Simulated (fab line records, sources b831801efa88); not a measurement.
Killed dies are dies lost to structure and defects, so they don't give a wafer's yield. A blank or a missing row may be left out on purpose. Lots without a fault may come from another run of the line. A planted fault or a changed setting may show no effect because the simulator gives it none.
One fault seen from 2 desks | flow gf180mcu | each desk has only its own numbers; what lay behind them comes last

THE TOOL OWNER'S DESK: wet_bench-03
The tool's own readings at GF_SALICIDE_WET_ETCH_01 (etches SiO2 in dHF, target depth 5 nm, time 100 s): means of the sampled wafers that have a number, for each lot that ran on this tool. A lot is out of limits, marked OUT, if its mean lies more than 4 standard deviations from the usual mean; the brackets give that distance.
Columns: A = bath_heat_duty_pct at GF_SALICIDE_WET_ETCH_01, usual 6.3 %; B = run_length_s at GF_SALICIDE_WET_ETCH_01, usual 129 s
lot  | first seen here | A   | B
L957 | day 20 23:30    | 6.6 | 125
L964 | day 23 06:59    | 6.3 | 124
This desk's finding: nothing out of limits on any of the 2 lots.

THE METROLOGY DESK
What the gauges read, lot by lot, whatever tool the lot ran on: means of the sampled wafers that have a number. A lot is out of limits, marked OUT, if its mean lies more than 4 standard deviations from the usual mean; the brackets give that distance.
Columns: A = M1_ALCU_THK at GF_M1_THK_MEAS_06, usual 439 nm
lot  | first seen here | A
L941 | day 16 05:26    | 441
L945 | day 17 16:48    | 436
L947 | day 18 11:25    | 445
L949 | day 19 04:05    | 433
L950 | day 19 10:46    | 450
L951 | day 20 01:17    | 437
L954 | day 21 00:41    | 440
L957 | day 22 02:25    | 448
L962 | day 23 22:14    | 439
L963 | day 24 00:41    | 432
L964 | day 24 08:16    | 434
This desk's finding: nothing out of limits on any of the 11 lots.

PUT TOGETHER
The tool owner's desk saw nothing out of limits.
The metrology desk saw nothing out of limits.

WHAT THE SIMULATOR HAD PUT IN
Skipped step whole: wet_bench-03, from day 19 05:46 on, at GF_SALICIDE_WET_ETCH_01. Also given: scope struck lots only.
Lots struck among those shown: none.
